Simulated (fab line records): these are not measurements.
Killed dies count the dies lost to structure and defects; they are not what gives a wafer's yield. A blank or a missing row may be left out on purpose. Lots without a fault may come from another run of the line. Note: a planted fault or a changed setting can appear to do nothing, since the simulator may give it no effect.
Matching of chambers + flow gf180mcu + GF_V4_CMP_26 on cmp-02: 4 sister chambers
The step polishes, stops on SiO2, t overpolish 15 s, target thk 0 nm. 8 wafers are shown with their chamber, then 12 later ones without.

WAFERS PAIRED WITH THEIR CHAMBERS
| wafer  | chamber | time to endpoint s (s) | slurry filter dp kPa (kPa) |
|--------|---------|------------------------|----------------------------|
| L088.1 | 1       | 92                     | 13.26                      |
| L088.2 | 3       | 93                     | 13.48                      |
| L089.3 | 0       | 80                     | 13.39                      |
| L089.4 | 3       | 88                     | 13.53                      |
| L089.5 | 2       | 93                     | 13.58                      |
| L090.1 | 2       | 96                     | 13.52                      |
| L090.2 | 1       | 95                     | 13.36                      |
| L090.3 | 0       | 85                     | 13.58                      |

WAFERS WITHOUT THEIR CHAMBER
| wafer  | time to endpoint s (s) | slurry filter dp kPa (kPa) |
|--------|------------------------|----------------------------|
| L091.1 | 80                     | 13.45                      |
| L091.3 | 94                     | 13.46                      |
| L091.5 | 91                     | 13.62                      |
| L092.3 | 89                     | 13.51                      |
| L092.4 | 92                     | 13.42                      |
| L092.5 | 91                     | 13.50                      |
| L093.3 | 89                     | 13.61                      |
| L093.4 | 89                     | 13.60                      |
| L093.5 | 92                     | 13.67                      |
| L097.2 | 93                     | 13.63                      |
| L097.3 | 95                     | 13.20                      |
| L097.5 | 89                     | 13.54                      |

THE CHAMBER EACH PASSED THROUGH
| wafer  | from the rows above          | in truth                   |
|--------|------------------------------|----------------------------|
| L091.1 | 0                            | 0                          |
| L091.3 | can't be placed: 2 or 3 or 1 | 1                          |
| L091.5 | can't be placed: 3 or 2 or 0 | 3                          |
| L092.3 | can't be placed: 3 or 2 or 0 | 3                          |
| L092.4 | can't be placed: 3 or 1 or 2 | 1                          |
| L092.5 | can't be placed: 3 or 2      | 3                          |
| L093.3 | can't be placed: 3 or 2 or 0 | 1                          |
| L093.4 | can't be placed: 3 or 2 or 0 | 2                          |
| L093.5 | can't be placed: 2 or 3      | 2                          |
| L097.2 | can't be placed: 2 or 3      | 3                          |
| L097.3 | 1                            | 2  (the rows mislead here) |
| L097.5 | can't be placed: 3 or 2 or 0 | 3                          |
Correct placement for 1 of the 12. Not placeable from these rows: 10 (in 9, the candidates include the true chamber). Placed wrongly: 1.
How it was worked out, from the rows above alone: a wafer's distance from a chamber is the root of the sum, over the readings, of the square of ((its reading less the chamber's mean) divided by the reading's scatter). If the next closest chamber is less than 2 further off than the closest, the wafer can't be placed; otherwise it belongs to the closest. A chamber's mean is the mean of its shown wafers. How the scatter is found: for the shown wafers, subtract from each reading the mean of its chamber, square and add these, divide the total by (wafers less chambers), then take the root.
